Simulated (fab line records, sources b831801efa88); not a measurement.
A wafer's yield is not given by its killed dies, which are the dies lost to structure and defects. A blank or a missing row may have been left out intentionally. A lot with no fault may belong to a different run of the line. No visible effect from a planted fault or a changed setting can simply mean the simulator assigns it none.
fab line records | flow sky130
[record] lots = 12 wafers = 36 last-day = 50
route steps=708 shown VIA2@522 METAL3@532 PAD_OPEN@708
lots that met no fault: taken from a fault-free run of the same line
start-h: the number of hours between the record's first day and the start of the first shown wafer of the lot | wait-h: hours since the lot's step before | " same as the row above | L1.1+2: several wafers, shown together as one row | - no value present, or no start provided | * or withheld: withheld | < > ~ a bound
route shown NAME@n: names a module that has steps shown in the file, with the first one's number in the route | usual: mean and standard deviation over wafers with no fault | same: alike in all rows | chamber/n: place in a boat | sites: the reading at each site | _std_site: the values' standard deviation | _edge_site: outer sites' mean less inner sites' | radius-mm: for every site, how far away it sits from the centre of the wafer | mask NAME#n: copy n | behind: the tool/chamber that last shaped the wafer | hold: reason for holding the lot/hours on hold/outcome of the hold | device: the transistor (n, p or np) that didn't switch | end of line: tests run on the same wafers once the route is complete | a step with no rows: only its recipe | killed: dies that structure and defects cost at the first sort, which is not the same as the wafer's yield | map: dies across one wafer; x = killed, . = not, _ = none there
set.NAME: the setting that was run; set.NAME@STEP: the one run at that earlier step | model.NAME: the simulator's own value behind a step, which no gauge read
a sample of lots followed through the steps of the route, with each step as a table and each wafer as a row
services: from which hour (start-h, from the record's first day; less than 0 if before it) a tool's chamber was out of use, for how many hours, and why
[[steps]]
[step SKY_VIA2_ETCH_15]
[recipe] target = SiO2 chemistry = C4F8/O2/Ar target-depth-nm = 546 stop-on = TiN mask-material = KrF-thick source-w = 1500 bias-w = 1200 pressure-mtorr = 40 c4f8-flow-sccm = withheld O2_flow_sccm = 6 Ar_flow_sccm = 300 time-s = 84
[usual] oes-product-au = 0.945/0.0045
// columns lot.wafer tool chamber start-h wait-h oes-product-au rf-hours-counter-h
L247.2 rie-diel-01 2 844.21 0.0 0.944 9
L247.3 " 0 " " 0.939 7
L247.6 " 3 " " 0.947 -
L248.1 rie-diel-04 0 846.41 0.0 0.941 19
L248.3 " 1 " " 0.945 9
L248.4 " 3 " " 0.945 16
L249.1 rie-diel-01 2 848.70 0.0 0.951 9
L249.2 " 3 " " 0.945 10
L249.5 " 2 " " 0.939 -
L250.3 rie-diel-01 0 870.49 0.0 0.952 8
L250.4 " 1 " " 0.950 17
L250.5 " 1 " " 0.944 -
L252.1 rie-diel-04 0 885.81 0.0 0.948 20
L252.2 " 2 " " 0.951 18
L252.5 " 1 " " 0.944 -
L255.1 rie-diel-01 2 945.95 0.0 0.944 11
L255.2 " 0 " " 0.950 9
L255.5 " 1 " " 0.933 -
L259.1 rie-diel-01 0 950.86 0.0 0.940 10
L259.2 " 1 " " 0.945 19
L259.3 " 2 " " 0.944 11
L261.1 rie-diel-01 1 951.65 0.0 0.940 19
L261.2 " 3 " " 0.953 12
L261.4 " 2 " " 0.947 11
L262.1 rie-diel-03 0 951.81 0.0 0.950 5
L262.2 " 3 " " 0.935 3
L262.4 " 2 " " 0.941 18
L266.1 rie-diel-03 0 980.76 0.0 0.949 6
L266.2 " 2 " " 0.936 19
L266.3 " 1 " " 0.944 18
L268.1 rie-diel-04 2 987.22 0.0 0.944 21
L268.3 " 0 " " 0.946 22
L268.5 " 2 " " 0.942 -
L270.1 rie-diel-04 3 1022.97 0.0 0.948 22
L270.3 " 0 " " 0.947 24
L270.4 " 0 " " 0.953 -
[step SKY_VIA2_SPUTTER_20]
[recipe] material = TiN target-thk-nm = 20 chamber-pressure-pa = 5 power-w = 4000 time-s = 80
[usual] cathode-dc-power-W = 4000.0/0.71 throttle-valve-pct = 29.9/0.9
// columns lot.wafer tool chamber start-h wait-h cathode-dc-power-W throttle-valve-pct
L247.2 pvd-sputter-04 - 844.92 0.0 4001.5 31.2
L247.3 " - " " 3997.9 30.2
L247.6 " - " " 4000.5 29.8
L248.1 pvd-sputter-04 - 847.07 0.0 3998.7 29.7
L248.3 " - " " 3999.1 30.2
L248.4 " - " " 4000.6 30.8
L249.1 pvd-sputter-01 - 849.41 0.0 4001.9 29.7
L249.2 " - " " 4000.9 31.9
L249.5 " - " " 4000.3 31.7
L250.3 pvd-sputter-01 - 871.28 0.0 4000.0 29.5
L250.4 " - " " 4000.3 29.9
L250.5 " - " " 4001.2 31.3
L252.1 pvd-sputter-02 - 886.47 0.0 4000.9 29.0
L252.2 " - " " 3999.7 29.3
L252.5 " - " " 3999.8 29.2
L255.1 pvd-sputter-04 - 946.67 0.0 3999.5 31.3
L255.2 " - " " 3999.9 30.1
L255.5 " - " " 4000.8 29.4
L259.1 pvd-sputter-04 - 951.52 0.0 3520.3 29.6
L259.2 " - " " 3520.0 30.6
L259.3 " - " " 3520.5 31.1
L261.1 pvd-sputter-04 - 952.31 0.0 3519.8 30.0
L261.2 " - " " 3519.0 31.1
L261.4 " - " " 3520.2 30.5
L262.1 pvd-sputter-01 - 952.87 0.0 3999.5 31.7
L262.2 " - " " 4000.6 29.7
L262.4 " - " " 4000.6 29.4
L266.1 pvd-sputter-02 - 981.42 0.0 4000.7 29.4
L266.2 " - " " 4000.4 28.0
L266.3 " - " " 4000.0 29.5
L268.1 pvd-sputter-02 - 987.87 0.0 4000.3 28.2
L268.3 " - " " 4000.6 29.1
L268.5 " - " " 4000.1 29.1
L270.1 pvd-sputter-02 - 1023.62 0.0 3999.9 28.2
L270.3 " - " " 4001.4 29.3
L270.4 " - " " 3999.6 29.6
[step SKY_VIA2_CVD_21]
[recipe] material = W target-thk-nm = 420 time-s = 126.4 temp-c = 400 pressure-torr = 40
[usual] heater-power-w = 825/46
// columns lot.wafer tool chamber start-h wait-h heater-power-w since-wet-clean-h
L247.2 cvd-w-02 1 844.98 0.0 772 441
L247.3 " 0 " " 857 -
L247.6 " 0 " " 849 -
L248.1 cvd-w-01 0 847.13 0.0 789 943
L248.3 " 1 " " 926 -
L248.4 " 0 " " 808 -
L249.1 cvd-w-01 0 849.48 0.0 796 945
L249.2 " 1 " " 936 945
L249.5 " 0 " " 805 -
L250.3 cvd-w-01 1 871.39 0.1 946 -
L250.4 " 0 " " 807 -
L250.5 " 1 " " 954 -
L252.1 cvd-w-02 0 886.54 0.0 833 483
L252.2 " 1 " " 761 483
L252.5 " 1 " " 772 -
L255.1 cvd-w-02 0 946.73 0.0 850 543
L255.2 " 1 " " 762 543
L255.5 " 0 " " 868 -
L259.1 cvd-w-02 1 951.58 0.0 804 548
L259.2 " 0 " " 860 548
L259.3 " 0 " " 842 -
L261.1 cvd-w-02 1 952.37 0.0 801 548
L261.2 " 0 " " 831 548
L261.4 " 0 " " 811 -
L262.1 cvd-w-01 0 952.93 0.0 766 35
L262.2 " 1 " " 859 35
L262.4 " 1 " " 850 -
L266.1 cvd-w-01 1 981.48 0.0 855 63
L266.2 " 0 " " 787 63
L266.3 " 0 " " 792 -
L268.1 cvd-w-01 1 987.93 0.0 832 70
L268.3 " 1 " " 865 -
L268.5 " 0 " " 774 -
L270.1 cvd-w-02 1 1023.68 0.0 806 620
L270.3 " 0 " " 848 -
L270.4 " 1 " " 815 -
[step SKY_METAL3_SPUTTER_00]
[recipe] material = Ti target-thk-nm = 15 power-w = 3000 time-s = 10 chamber-pressure-pa = 0.4
[usual] cathode-dc-power-W = 3000.0/0.57 throttle-valve-pct = 30.5/0.9
// columns lot.wafer tool chamber start-h wait-h cathode-dc-power-W throttle-valve-pct
L247.2 pvd-sputter-01 - 845.60 0.2 2999.9 29.8
L247.3 " - " " 3000.9 29.6
L247.6 " - " " 2999.6 29.7
L248.1 pvd-sputter-01 - 847.74 0.1 2999.5 29.7
L248.3 " - " " 3000.3 29.7
L248.4 " - " " 3000.1 31.8
L249.1 pvd-sputter-03 - 850.09 0.2 2999.2 30.2
L249.2 " - " " 3000.2 29.2
L249.5 " - " " 2999.5 29.4
L250.3 pvd-sputter-03 - 871.95 0.1 3000.0 31.2
L250.4 " - " " 3000.0 28.9
L250.5 " - " " 2999.9 30.8
L252.1 pvd-sputter-04 - 887.15 0.1 2998.5 31.1
L252.2 " - " " 3000.6 30.4
L252.5 " - " " 3000.2 29.8
L255.1 pvd-sputter-01 - 947.34 0.1 2998.5 29.9
L255.2 " - " " 2999.8 32.1
L255.5 " - " " 3000.4 29.8
L259.1 pvd-sputter-01 - 953.17 0.2 3001.0 31.6
L259.2 " - " " 2999.6 29.4
L259.3 " - " " 2999.9 30.0
L261.1 pvd-sputter-03 - 953.77 0.1 3000.2 30.6
L261.2 " - " " 2998.9 30.8
L261.4 " - " " 3000.0 32.1
L262.1 pvd-sputter-04 - 954.07 0.1 2999.5 30.5
L262.2 " - " " 3000.4 31.3
L262.4 " - " " 2999.2 29.6
L266.1 pvd-sputter-03 - 982.20 0.1 3000.0 30.8
L266.2 " - " " 2999.8 29.1
L266.3 " - " " 3000.3 32.1
L268.1 pvd-sputter-03 - 988.54 0.2 3000.9 30.9
L268.3 " - " " 3000.3 30.8
L268.5 " - " " 3000.3 30.9
L270.1 pvd-sputter-03 - 1024.50 0.1 2999.8 31.0
L270.3 " - " " 3000.7 30.9
L270.4 " - " " 3001.5 30.7
[step SKY_PAD_OPEN_PROBE_99]
[usual] defect-limited-yield = 82.5/2 killed_at_M0_to_M3 = 43/7.3 killed_at_M4_up = 3.5/2.2 killed-at-contacts = 24/5.3 killed-at-front-end = 15/4.2 killed-at-other = 0.3/0.67 killed-dies = 86/9.8 killed-on-rim = 17/3.8 killed-open = 47/7.2 killed-short = 39/6.5 sort_bin_3_pad_short = 0.9/0.42 sort_bin_5_function = 10.4/1.5 sort_bin_6_memory = 6.3/1.2 sort_bin_8_speed = 0.00/0.038 sort-n-pass = 406/9.9 sort-yield-pct = 82.5/2
[same] gross-dies = 492 killed-at-back-side = 0 sort_bin_4_leakage[%] = 0
// columns lot.wafer tool chamber start-h wait-h defect-limited-yield[%] killed_at_M0_to_M3 killed_at_M4_up killed-at-contacts killed-at-front-end killed-at-other killed-dies killed-on-rim killed-open killed-short sort_bin_3_pad_short[%] sort_bin_5_function[%] sort_bin_6_memory[%] sort_bin_8_speed[%] sort-n-pass sort-yield-pct[%]
L247.2 prober-01 - 1072.65 0.1 82.1 36 4 31 17 0 88 17 45 43 1.2 12.2 4.5 0 404 82.1
L247.3 prober-01 - 1072.70 0.2 79.7 45 2 36 17 0 100 27 60 40 0.6 10.6 9.1 0 392 79.7
L247.6 prober-01 - 1072.85 0.2 79.1 46 4 36 16 1 103 19 56 47 1.0 11.6 8.3 0.41 387 78.7
L248.1 prober-02 - 1077.02 0.1 80.9 43 7 31 13 0 94 22 48 42 1.0 11.8 6.3 0 398 80.9
L248.3 prober-02 - 1077.12 0.2 83.1 42 5 16 20 0 83 21 45 38 1.0 9.8 6.1 0 409 83.1
L248.4 prober-02 - 1077.17 0.2 85.6 31 4 21 14 1 71 14 32 39 0.6 8.5 5.3 0 421 85.6
L249.1 prober-01 - 1077.17 0.1 82.5 44 4 17 19 2 86 26 45 39 1.0 11.0 5.5 0 406 82.5
L249.2 prober-01 - 1077.22 0.1 82.9 47 6 17 14 0 84 19 36 48 0.8 10.6 5.7 0 408 82.9
L249.5 prober-01 - 1077.37 0.2 78.9 46 7 30 21 0 104 19 53 51 0.6 12.2 8.3 0 388 78.9
L250.3 prober-02 - 1095.19 0.2 81.1 51 2 24 16 0 93 21 53 40 0.8 10.8 7.3 0 399 81.1
L250.4 prober-02 - 1095.24 0.2 82.9 47 2 22 13 0 84 14 50 31 1.0 9.1 6.9 0 408 82.9
L250.5 prober-02 - 1095.29 0.2 80.1 46 1 35 16 0 98 16 61 37 1.2 11.6 7.1 0 394 80.1
L252.1 prober-01 - 1104.40 0.1 82.7 37 3 20 24 1 85 16 47 38 0.8 11.4 5.1 0 407 82.7
L252.2 prober-01 - 1104.45 0.1 82.5 46 5 19 15 1 86 16 60 25 1.2 10.8 5.5 0 406 82.5
L252.5 prober-01 - 1104.60 0.2 82.9 49 2 22 11 0 84 9 48 36 1.4 7.3 8.3 0 408 82.9
L255.1 prober-02 - 1150.50 0.1 81.1 46 2 27 17 1 93 18 56 37 0.8 12.4 5.7 0 399 81.1
L255.2 prober-02 - 1150.55 0.1 85.4 24 4 25 19 0 72 13 41 31 1.0 7.9 5.7 0 420 85.4
L255.5 prober-02 - 1150.70 0.2 82.1 43 4 26 15 0 88 14 47 41 1.2 9.1 7.5 0 404 82.1
L259.1 prober-02 - 1160.11 0.1 83.5 31 1 27 20 2 81 17 41 40 1.4 8.9 6.1 0 411 83.5
L259.2 prober-02 - 1160.16 0.1 83.5 47 3 15 16 0 81 15 35 45 1.2 9.3 5.9 0 411 83.5
L259.3 prober-02 - 1160.21 0.2 82.9 42 2 20 19 1 84 17 53 31 0.6 11.2 5.3 0 408 82.9
L262.1 prober-01 - 1160.11 0.1 81.1 47 2 29 14 1 93 19 54 39 0.6 11.0 7.3 0 399 81.1
L262.2 prober-01 - 1160.16 0.1 83.7 30 6 25 18 1 80 18 39 41 0.4 10.2 5.7 0 412 83.7
L262.4 prober-01 - 1160.26 0.2 83.9 34 6 20 19 0 79 18 43 35 0.2 9.1 6.7 0 413 83.9
L261.1 prober-02 - 1160.41 0.4 83.3 37 2 28 14 1 82 11 45 37 0.2 8.9 7.5 0 410 83.3
L261.2 prober-02 - 1160.46 0.4 86.2 30 1 25 12 0 68 14 39 29 1.0 7.3 5.5 0 424 86.2
L261.4 prober-02 - 1160.56 0.5 84.1 34 3 24 17 0 78 17 41 36 0.8 10.0 5.1 0 414 84.1
L266.1 prober-02 - 1178.90 0.1 81.3 59 6 15 12 0 92 16 43 49 1.2 11.0 6.5 0 400 81.3
L266.2 prober-02 - 1178.95 0.1 82.9 43 7 23 11 0 84 13 41 43 1.0 10.8 5.3 0 408 82.9
L266.3 prober-02 - 1179.00 0.2 76.8 62 4 28 20 0 114 16 70 44 1.4 12.8 8.9 0 378 76.8
L268.1 prober-02 - 1184.37 0.1 86.8 36 2 14 13 0 65 7 36 29 1.2 8.7 3.3 0 427 86.8
L268.3 prober-02 - 1184.47 0.2 81.5 52 2 21 16 0 91 19 48 43 1.0 10.0 7.5 0 401 81.5
L268.5 prober-02 - 1184.57 0.2 79.3 48 3 32 18 1 102 21 51 50 1.8 12.6 6.3 0 390 79.3
L270.1 prober-01 - 1207.04 0.1 79.5 47 2 30 22 0 101 19 53 44 1.2 14.4 4.9 0 391 79.5
L270.3 prober-01 - 1207.14 0.2 81.9 45 0 26 18 0 89 15 39 50 0.6 9.3 8.1 0 403 81.9
L270.4 prober-01 - 1207.19 0.2 80.9 51 4 20 19 0 94 11 47 47 1.6 9.6 7.9 0 398 80.9
// killed by level:class
L247.2 CONTACT:geometric-particle:open=8 LI_CONTACT:geometric-particle:open=7 METAL1:geometric-particle:short=7 VIA1:geometric-particle:open=7 VIA3:geometric-particle:open=7 FIELD_ISO:geometric-particle:short=6 LOCAL_INTERCONNECT:geometric-particle:short=6 CONTACT:geometric-particle:short=6
L247.3 LI_CONTACT:geometric-particle:open=17 VIA3:geometric-particle:open=10 CONTACT:geometric-particle:open=9 METAL2:geometric-particle:short=7 VIA1:geometric-particle:open=6 VIA1:geometric-particle:short=6 FIELD_ISO:geometric-particle:open=5 CONTACT:geometric-particle:short=5
L247.6 VIA1:geometric-particle:open=12 LI_CONTACT:geometric-particle:open=11 CONTACT:geometric-particle:open=10 CONTACT:geometric-particle:short=10 METAL2:geometric-particle:short=8 FIELD_ISO:geometric-particle:short=6 VIA3:geometric-particle:open=6 VIA1:geometric-particle:short=5
L248.1 VIA1:geometric-particle:open=13 LOCAL_INTERCONNECT:geometric-particle:short=7 METAL1:geometric-particle:short=7 CONTACT:geometric-particle:open=6 LI_CONTACT:geometric-particle:open=6 VIA2:geometric-particle:open=6 LI_CONTACT:geometric-particle:short=5 CONTACT:geometric-particle:short=4
L248.3 VIA2:geometric-particle:open=9 VIA1:geometric-particle:open=8 LI_CONTACT:geometric-particle:open=6 METAL2:geometric-particle:short=6 FIELD_ISO:geometric-particle:open=5 CONTACT:geometric-particle:open=5 METAL1:geometric-particle:short=5 METAL4:geometric-particle:short=5
L248.4 LI_CONTACT:geometric-particle:open=7 METAL1:geometric-particle:short=6 VIA3:geometric-particle:open=6 METAL2:geometric-particle:short=6 POLY_GATE:geometric-particle:short=5 LOCAL_INTERCONNECT:geometric-particle:short=5 VIA1:geometric-particle:open=5 POLY_GATE:geometric-particle:open=4
L249.1 VIA1:geometric-particle:open=9 METAL1:geometric-particle:short=7 POLY_GATE:geometric-particle:short=6 LI_CONTACT:geometric-particle:open=6 VIA2:geometric-particle:open=6 VIA2:geometric-particle:short=6 FIELD_ISO:geometric-particle:short=5 FIELD_ISO:geometric-particle:open=5
L249.2 METAL2:geometric-particle:short=8 LI_CONTACT:geometric-particle:open=6 METAL1:geometric-particle:short=6 VIA1:geometric-particle:short=6 VIA2:geometric-particle:open=6 VIA1:geometric-particle:open=5 METAL4:geometric-particle:short=4 LOCAL_INTERCONNECT:geometric-particle:short=4
L249.5 CONTACT:geometric-particle:open=10 VIA3:geometric-particle:open=10 VIA1:geometric-particle:open=8 LI_CONTACT:geometric-particle:open=7 FIELD_ISO:geometric-particle:short=6 METAL4:geometric-particle:short=6 POLY_GATE:geometric-particle:open=5 CONTACT:geometric-particle:short=5
L250.3 VIA1:geometric-particle:open=10 CONTACT:geometric-particle:open=9 VIA2:geometric-particle:open=8 VIA2:geometric-particle:short=8 VIA3:geometric-particle:open=7 LOCAL_INTERCONNECT:geometric-particle:short=7 FIELD_ISO:geometric-particle:open=6 VIA1:geometric-particle:short=5
L250.4 VIA1:geometric-particle:open=10 LI_CONTACT:geometric-particle:open=9 CONTACT:geometric-particle:open=8 VIA2:geometric-particle:open=7 VIA1:geometric-particle:short=6 VIA3:geometric-particle:open=5 POLY_GATE:geometric-particle:short=4 METAL2:geometric-particle:short=4
L250.5 VIA1:geometric-particle:open=14 CONTACT:geometric-particle:open=11 VIA3:geometric-particle:open=11 LI_CONTACT:geometric-particle:open=9 VIA2:geometric-particle:open=8 FIELD_ISO:geometric-particle:short=6 LI_CONTACT:geometric-particle:short=6 LOCAL_INTERCONNECT:geometric-particle:short=5
L252.1 VIA1:geometric-particle:open=11 CONTACT:geometric-particle:open=8 POLY_GATE:geometric-particle:open=8 METAL2:geometric-particle:short=6 VIA2:geometric-particle:open=6 FIELD_ISO:geometric-particle:short=4 POLY_GATE:geometric-particle:short=4 LOCAL_INTERCONNECT:geometric-particle:short=4
L252.2 VIA3:geometric-particle:open=12 VIA1:geometric-particle:open=10 CONTACT:geometric-particle:open=9 VIA2:geometric-particle:open=7 FIELD_ISO:geometric-particle:open=6 LI_CONTACT:geometric-particle:open=4 METAL2:geometric-particle:short=4 LOCAL_INTERCONNECT:geometric-particle:short=3
L252.5 VIA2:geometric-particle:open=11 VIA3:geometric-particle:open=9 CONTACT:geometric-particle:open=7 LI_CONTACT:geometric-particle:open=6 VIA1:geometric-particle:short=6 VIA1:geometric-particle:open=5 METAL3:geometric-particle:short=5 CONTACT:geometric-particle:short=4
L255.1 VIA1:geometric-particle:open=13 VIA3:geometric-particle:open=10 CONTACT:geometric-particle:open=9 CONTACT:geometric-particle:short=7 FIELD_ISO:geometric-particle:open=6 FIELD_ISO:geometric-particle:short=6 LI_CONTACT:geometric-particle:open=6 METAL2:geometric-particle:short=5
L255.2 CONTACT:geometric-particle:open=10 LI_CONTACT:geometric-particle:open=8 FIELD_ISO:geometric-particle:short=7 FIELD_ISO:geometric-particle:open=5 POLY_GATE:geometric-particle:open=4 LOCAL_INTERCONNECT:geometric-particle:short=3 METAL1:geometric-particle:short=3 VIA1:geometric-particle:open=3
L255.5 VIA1:geometric-particle:open=13 CONTACT:geometric-particle:open=11 FIELD_ISO:geometric-particle:short=7 LI_CONTACT:geometric-particle:open=7 VIA2:geometric-particle:open=6 METAL2:geometric-particle:short=5 VIA3:geometric-particle:open=5 FIELD_ISO:geometric-particle:open=4
L259.1 CONTACT:geometric-particle:open=11 POLY_GATE:geometric-particle:open=7 VIA1:geometric-particle:open=7 FIELD_ISO:geometric-particle:short=5 CONTACT:geometric-particle:short=5 POLY_GATE:geometric-particle:short=4 VIA1:geometric-particle:short=4 METAL2:geometric-particle:short=4
L262.1 CONTACT:geometric-particle:open=13 VIA1:geometric-particle:open=11 VIA2:geometric-particle:open=8 CONTACT:geometric-particle:short=6 METAL1:geometric-particle:short=6 VIA1:geometric-particle:short=6 FIELD_ISO:geometric-particle:open=5 VIA3:geometric-particle:open=5
L259.2 METAL2:geometric-particle:short=12 METAL1:geometric-particle:short=8 VIA1:geometric-particle:open=7 VIA3:geometric-particle:open=6 FIELD_ISO:geometric-particle:open=5 VIA3:geometric-particle:short=5 METAL1:geometric-particle:open=5 LI_CONTACT:geometric-particle:short=4
L262.2 LI_CONTACT:geometric-particle:open=10 CONTACT:geometric-particle:open=9 VIA1:geometric-particle:open=6 METAL2:geometric-particle:short=6 FIELD_ISO:geometric-particle:open=5 FIELD_ISO:geometric-particle:short=4 POLY_GATE:geometric-particle:short=4 METAL1:geometric-particle:short=4
L259.3 LI_CONTACT:geometric-particle:open=9 VIA2:geometric-particle:open=9 FIELD_ISO:geometric-particle:open=8 VIA3:geometric-particle:open=6 CONTACT:geometric-particle:open=6 METAL1:geometric-particle:short=6 METAL2:geometric-particle:short=6 VIA1:geometric-particle:open=5
L262.4 CONTACT:geometric-particle:open=9 POLY_GATE:geometric-particle:open=7 VIA1:geometric-particle:open=7 VIA2:geometric-particle:open=5 METAL1:geometric-particle:short=5 METAL2:geometric-particle:short=5 POLY_GATE:geometric-particle:short=4 CONTACT:geometric-particle:short=4
L261.1 VIA1:geometric-particle:open=11 CONTACT:geometric-particle:open=9 CONTACT:geometric-particle:short=8 METAL2:geometric-particle:short=7 FIELD_ISO:geometric-particle:open=5 POLY_GATE:geometric-particle:open=4 LOCAL_INTERCONNECT:geometric-particle:short=4 VIA2:geometric-particle:open=4
L261.2 CONTACT:geometric-particle:open=10 VIA1:geometric-particle:open=10 VIA2:geometric-particle:open=10 FIELD_ISO:geometric-particle:short=4 LI_CONTACT:geometric-particle:open=4 LI_CONTACT:geometric-particle:short=4 LOCAL_INTERCONNECT:geometric-particle:short=4 CONTACT:geometric-particle:short=3
L261.4 LI_CONTACT:geometric-particle:open=8 VIA3:geometric-particle:open=7 CONTACT:geometric-particle:open=7 FIELD_ISO:geometric-particle:open=6 VIA1:geometric-particle:open=6 CONTACT:geometric-particle:short=5 VIA2:geometric-particle:short=5 LOCAL_INTERCONNECT:geometric-particle:short=4
L266.1 VIA1:geometric-particle:short=14 VIA2:geometric-particle:open=9 VIA1:geometric-particle:open=9 VIA3:geometric-particle:open=9 CONTACT:geometric-particle:open=7 METAL4:geometric-particle:short=5 VIA2:geometric-particle:short=5 FIELD_ISO:geometric-particle:short=4
L266.2 VIA1:geometric-particle:open=11 LI_CONTACT:geometric-particle:open=8 METAL2:geometric-particle:short=7 CONTACT:geometric-particle:open=6 METAL4:geometric-particle:short=6 CONTACT:geometric-particle:short=5 VIA1:geometric-particle:short=5 METAL1:geometric-particle:short=4
L266.3 VIA1:geometric-particle:open=15 CONTACT:geometric-particle:open=12 VIA2:geometric-particle:open=10 FIELD_ISO:geometric-particle:open=7 LI_CONTACT:geometric-particle:open=7 METAL2:geometric-particle:short=7 VIA3:geometric-particle:open=7 METAL1:geometric-particle:short=7
L268.1 POLY_GATE:geometric-particle:open=6 VIA1:geometric-particle:open=6 VIA2:geometric-particle:open=5 VIA1:geometric-particle:short=5 VIA3:geometric-particle:open=5 CONTACT:geometric-particle:short=4 CONTACT:geometric-particle:open=4 METAL1:geometric-particle:short=4
L268.3 VIA1:geometric-particle:open=11 VIA2:geometric-particle:open=7 VIA1:geometric-particle:short=7 CONTACT:geometric-particle:short=6 CONTACT:geometric-particle:open=6 POLY_GATE:geometric-particle:open=5 METAL2:geometric-particle:open=5 VIA3:geometric-particle:open=5
L268.5 CONTACT:geometric-particle:open=14 LI_CONTACT:geometric-particle:open=9 VIA1:geometric-particle:open=8 METAL2:geometric-particle:short=8 VIA1:geometric-particle:short=7 FIELD_ISO:geometric-particle:open=6 FIELD_ISO:geometric-particle:short=6 LI_CONTACT:geometric-particle:short=5
L270.1 CONTACT:geometric-particle:open=14 VIA1:geometric-particle:open=12 LI_CONTACT:geometric-particle:open=7 VIA3:geometric-particle:open=7 METAL1:geometric-particle:short=6 FIELD_ISO:geometric-particle:short=5 VIA1:geometric-particle:short=5 METAL2:geometric-particle:short=5
L270.3 CONTACT:geometric-particle:open=11 VIA1:geometric-particle:open=11 FIELD_ISO:geometric-particle:short=9 METAL2:geometric-particle:short=9 METAL1:geometric-particle:short=7 VIA2:geometric-particle:short=6 VIA2:geometric-particle:open=5 LI_CONTACT:geometric-particle:short=4
L270.4 VIA1:geometric-particle:open=10 VIA2:geometric-particle:open=10 FIELD_ISO:geometric-particle:short=8 CONTACT:geometric-particle:open=7 LI_CONTACT:geometric-particle:open=7 VIA3:geometric-particle:open=6 POLY_GATE:geometric-particle:short=6 METAL2:geometric-particle:short=5
[[services]]
// columns tool chamber start-h hours kind
pvd-sputter-03 - 827.79 2.2 repair
rie-diel-03 3 833.61 2.1 repair
pvd-sputter-02 - 846.81 3.5 repair
cvd-w-02 - 861.30 0.8 repair
pvd-sputter-03 - 884.65 4.8 repair
rie-diel-04 - 885.99 0.4 repair
pvd-sputter-01 - 892.73 1.5 repair
cvd-w-01 - 903.35 0.7 repair
cvd-w-01 - 904.01 14.0 pm
cvd-w-01 0 904.01 14.0 vent-cycle
pvd-sputter-01 - 909.74 6.6 repair
cvd-w-02 - 918.01 2.8 pm
rie-diel-01 - 928.92 14.6 pm
rie-diel-03 - 931.74 0.6 repair
pvd-sputter-04 - 933.35 0.9 repair
cvd-w-02 - 934.32 0.6 repair
rie-diel-04 - 941.30 7.8 repair
pvd-sputter-02 - 949.24 4.4 repair
rie-diel-04 0 953.61 4.9 repair
pvd-sputter-01 - 957.11 1.5 repair
pvd-sputter-04 - 967.48 2.1 repair
rie-diel-03 - 1002.00 0.3 repair
rie-diel-01 1 1012.21 8.0 repair
rie-diel-04 2 1022.25 8.8 repair
[[key]]
[first-sign] step = SKY_VIA2_SPUTTER_20 reading = cathode-dc-power-W direction = down sigmas = 99+ usual = 4000.0 struck = 3520.0
effect none on later readings
met-at SKY_VIA2_SPUTTER_20
struck-lots L259,L261
not-acting-at SKY_VIA2_ETCH_15,SKY_VIA2_CVD_21,SKY_METAL3_SPUTTER_00
onset-between 946.67 951.52
[fault] kind = process-parameter-drift tool = pvd-sputter-04 chamber = - onset-h = 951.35 steps = SKY_VIA2_SPUTTER_20 channel = power-w offset = * shape = step end-h = 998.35 acts-in = * stated = *
